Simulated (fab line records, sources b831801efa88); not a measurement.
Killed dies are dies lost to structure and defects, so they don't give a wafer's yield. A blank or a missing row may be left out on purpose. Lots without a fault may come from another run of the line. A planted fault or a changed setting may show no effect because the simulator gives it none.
Chamber matching | flow sfq_line | SFQ_TRILAYER_A5C_DEP_PECVD_142 on pecvd-01: 3 sister chambers
The step deposits SiO2 from SiH4/N2O, time 15.556 s, target thk 70 nm. 3 wafers are shown with their chamber, then 7 later ones without.

WAFERS WITH THEIR CHAMBER
wafer  | chamber | heater_power_w (W)
L582.5 | 1       | 98
L581.3 | 2       | 53
L581.4 | 0       | 86

WAFERS WITHOUT THEIR CHAMBER
wafer  | heater_power_w (W)
L581.6 | 102
L588.1 | 61
L588.3 | 97
L588.6 | 63
L589.2 | 64
L589.3 | 86
L589.4 | 65

WHICH CHAMBER EACH WENT THROUGH
wafer  | from the rows above     | in truth
L581.6 | can't be placed: 1 or 0 | 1
L588.1 | 2                       | 2
L588.3 | can't be placed: 1 or 0 | 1
L588.6 | can't be placed: 2 or 0 | 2
L589.2 | can't be placed: 2 or 0 | 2
L589.3 | can't be placed: 0 or 1 | 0
L589.4 | can't be placed: 2 or 0 | 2
Placed correctly: 1 of 7. Can't be placed from these rows: 6 (the true chamber is among the candidates in 6). Placed wrongly: 0.
How it was worked out, from the rows above alone: a wafer's distance from a chamber is the root of the sum, over the readings, of the square of ((its reading less the chamber's mean) divided by the reading's scatter). The wafer belongs to the nearest chamber; if the next one is less than 2 further off, it can't be placed. A chamber's mean is the mean of its shown wafers. The scatter: with one shown wafer a chamber, the root of the mean of the squares of how far each hidden wafer lies from its nearest shown one.
